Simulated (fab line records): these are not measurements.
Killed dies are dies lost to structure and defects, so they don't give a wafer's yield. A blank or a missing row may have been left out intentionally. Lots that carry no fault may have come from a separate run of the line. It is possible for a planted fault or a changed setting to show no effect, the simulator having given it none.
Which tool is to blame?	flow sky130	13 lots, 39 wafers sampled, at 5 steps of a route of 708

WHAT EACH GAUGE READ, for each wafer
SKY_POLY_GATE_THK_MEAS_01. Usual: POLY_GATE_CVD_00_THK typically reads 180.3 nm, with standard deviation 1.3.
lot	measured	on	POLY_GATE_CVD_00_THK (nm)	flag
L953	day 14 07:10	filmMetro-03	179.3 178.7 180.4	
L956	day 15 02:17	filmMetro-03	181.8 181.2 181.8	
L957	day 15 14:43	filmMetro-03	178.4 180.1 178.2	
L958	day 15 19:18	filmMetro-02	180.3 178.9 177.8	
L959	day 16 01:35	filmMetro-02	181.5 181.5 180.5	
L961	day 16 17:25	filmMetro-02	180.9 180.2 180.8	
L962	day 17 06:37	filmMetro-01	180.5 180.2 181.7	
L963	day 17 12:48	filmMetro-03	178.9 179.3 181.3	
L965	day 18 05:14	filmMetro-03	180.2 177.9 178.8	
L968	day 19 05:53	filmMetro-03	178.5 179.6 180.1	
L972	day 20 15:48	filmMetro-02	181.4 181.4 180.7	
L974	day 21 12:58	filmMetro-02	181.1 181.0 179.9	
L976	day 21 20:34	filmMetro-02	180.7 181.3 180.2	

SKY_POLY_GATE_CD_MEAS_13: target cd 150 nm. Usual: 150.3 nm for cdNm, sd 1.4.
lot	measured	on	cdNm (nm)	flag
L953	day 16 15:40	cdSem-02	153.3 154.8 154.4	
L956	day 17 11:25	cdSem-01	150.3 150.0 149.2	
L957	day 18 03:16	cdSem-02	152.4 151.7 151.3	
L958	day 18 06:31	cdSem-01	148.5 148.9 148.9	
L959	day 18 13:52	cdSem-02	152.4 151.7 152.6	
L961	day 19 06:00	cdSem-02	149.9 149.9 151.1	
L962	day 19 22:25	cdSem-01	151.0 150.1 150.8	
L963	day 20 04:09	cdSem-02	150.2 149.5 150.1	
L965	day 20 20:05	cdSem-02	150.4 150.5 151.2	
L968	day 21 22:52	cdSem-01	150.0 150.6 149.7	
L972	day 23 05:25	cdSem-01	150.7 150.1 148.8	
L974	day 24 03:59	cdSem-01	149.5 148.9 148.9	
L976	day 24 09:26	cdSem-02	147.5 148.0 149.0	

SKY_LDD_N_OVL_MEAS_07. Usual: LDD_N_OVL typically reads 0.0 nm, with standard deviation 1.1.
lot	measured	on	LDD_N_OVL (nm)	flag
L953	day 18 01:16	overlay-02	-1.6 -2.1 -1.7	
L956	day 18 21:30	overlay-01	1.7 0.0 1.6	
L957	day 19 12:34	overlay-01	-0.2 -0.9 -0.7	
L958	day 19 16:43	overlay-02	1.9 3.1 2.1	
L959	day 20 00:01	overlay-01	1.6 0.5 0.2	
L961	day 20 14:33	overlay-01	0.6 0.7 0.1	
L962	day 21 07:12	overlay-01	0.8 0.5 -0.2	
L963	day 21 13:58	overlay-01	0.0 0.6 -0.6	
L965	day 22 04:45	overlay-02	1.7 0.4 0.5	
L968	day 23 06:40	overlay-01	1.6 3.2 0.5	
L972	day 24 14:12	overlay-02	0.2 -0.2 0.1	
L974	day 25 11:20	overlay-01	-2.2 -1.6 -1.2	
L976	day 25 16:56	overlay-02	1.6 0.3 1.9	

SKY_LDD_P_TW_MEAS_11. Usual: LDD_P_TW typically reads 632, with standard deviation 5.5.
lot	measured	on	LDD_P_TW	flag
L953	day 19 08:44	filmMetro-02	639 638 638	
L956	day 20 06:13	filmMetro-01	623 623 625	
L957	day 20 20:23	filmMetro-04	634 632 632	
L958	day 21 01:20	filmMetro-04	632 630 636	
L959	day 21 08:35	filmMetro-01	628 627 628	
L961	day 21 23:31	filmMetro-04	632 631 628	
L962	day 22 15:25	filmMetro-02	633 637 637	
L963	day 22 22:04	filmMetro-01	626 626 630	
L965	day 23 12:05	filmMetro-01	626 626 626	
L968	day 24 13:26	filmMetro-04	638 636 637	
L972	day 25 21:40	filmMetro-04	314 318 318	OFF
L974	day 26 18:17	filmMetro-02	308 311 309	OFF
L976	day 27 00:38	filmMetro-01	630 629 627	

WHAT TOOL EACH LOT RAN ON (gives the tool, then ch and the chambers of the sampled wafers, and finally the start)
lot	SKY_LDD_P_IMPLANT_09
L953	implanter-03 ch 0, day 19 08:29
L956	implanter-03 ch 0, day 20 05:58
L957	implanter-01 ch 0, day 20 20:08
L958	implanter-04 ch 0, day 21 01:06
L959	implanter-04 ch 0, day 21 08:23
L961	implanter-01 ch 0, day 21 23:16
L962	implanter-01 ch 0, day 22 15:10
L963	implanter-03 ch 0, day 22 21:49
L965	implanter-01 ch 0, day 23 11:51
L968	implanter-03 ch 0, day 24 13:11
L972	implanter-01 ch 0, day 25 21:25
L974	implanter-01 ch 0, day 26 18:02
L976	implanter-04 ch 0, day 27 00:24
- SKY_LDD_P_IMPLANT_09

WHAT THE TOOLS THEMSELVES READ (means of the sampled wafers that have a number; where no wafer has one, the mark that the record gives instead)
SKY_LDD_P_IMPLANT_09. Usual: doseIonsCm2 1.0001e+13, standard deviation 1.1e+10; faradayCurrentUA 56.5, standard deviation 1.1.
lot	tool	doseIonsCm2	faradayCurrentUA	flag
L953	implanter-03	1.0009e+13	56.8	
L956	implanter-03	9.9970e+12	56.6	
L957	implanter-01	9.9883e+12	56.0	
L958	implanter-04	1.0002e+13	55.4	
L959	implanter-04	9.9977e+12	55.7	
L961	implanter-01	1.0007e+13	55.3	
L962	implanter-01	1.0014e+13	56.8	
L963	implanter-03	9.9980e+12	55.9	
L965	implanter-01	1.0004e+13	56.0	
L968	implanter-03	1.0002e+13	56.6	
L972	implanter-01	9.9967e+11	5.7	OFF
L974	implanter-01	9.9933e+11	5.7	OFF
L976	implanter-04	1.0007e+13	57.3	

THE ANSWER, worked out from the rows above alone
Rule: lot off if the mean of its wafers having a number is beyond 3 standard deviations from the usual mean. A lot without any number at a reading at which 4 lots or more have one is off too. All remaining lots with rows at the step are treated as sound. The gauges are gone through in route order, then the tools' own readings, and for those a lot's mean is taken as printed above. At the first step where some lot is off, the reading lying furthest off is the one used; lots without a number count as furthest.
Off: L972, L974, at SKY_LDD_P_TW_MEAS_11 (LDD_P_TW).
A tool fits if, at a process step before that reading, it ran every lot that is off, and no sound lot after the first of them. Not tried: the gauges at SKY_LDD_P_TW_MEAS_11; whatever is off there is also off at SKY_LDD_P_IMPLANT_09, on other tools, and gauge error can't account for it. One fits: SKY_LDD_P_IMPLANT_09 on implanter-01. Its last sound lot is L965 (day 23 11:51), its first lot that is off L972 (day 25 21:25): a fault that began between those two fits.
The tool's own readings at SKY_LDD_P_IMPLANT_09 bear it out: on the lots that are off they differ by more than 5 times the standard deviation of the sound lots' means. doseIonsCm2 reads 9.9950e+11 there against 1.0002e+13 on the sound lots; faradayCurrentUA reads 5.7 there against 56.2 on the sound lots.

WHAT THE SIMULATOR HAD INSERTED
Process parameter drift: implanter-01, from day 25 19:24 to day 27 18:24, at SKY_LDD_P_IMPLANT_09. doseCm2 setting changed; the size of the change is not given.
Lots struck among those shown: L972, L974. The rule above found the same.
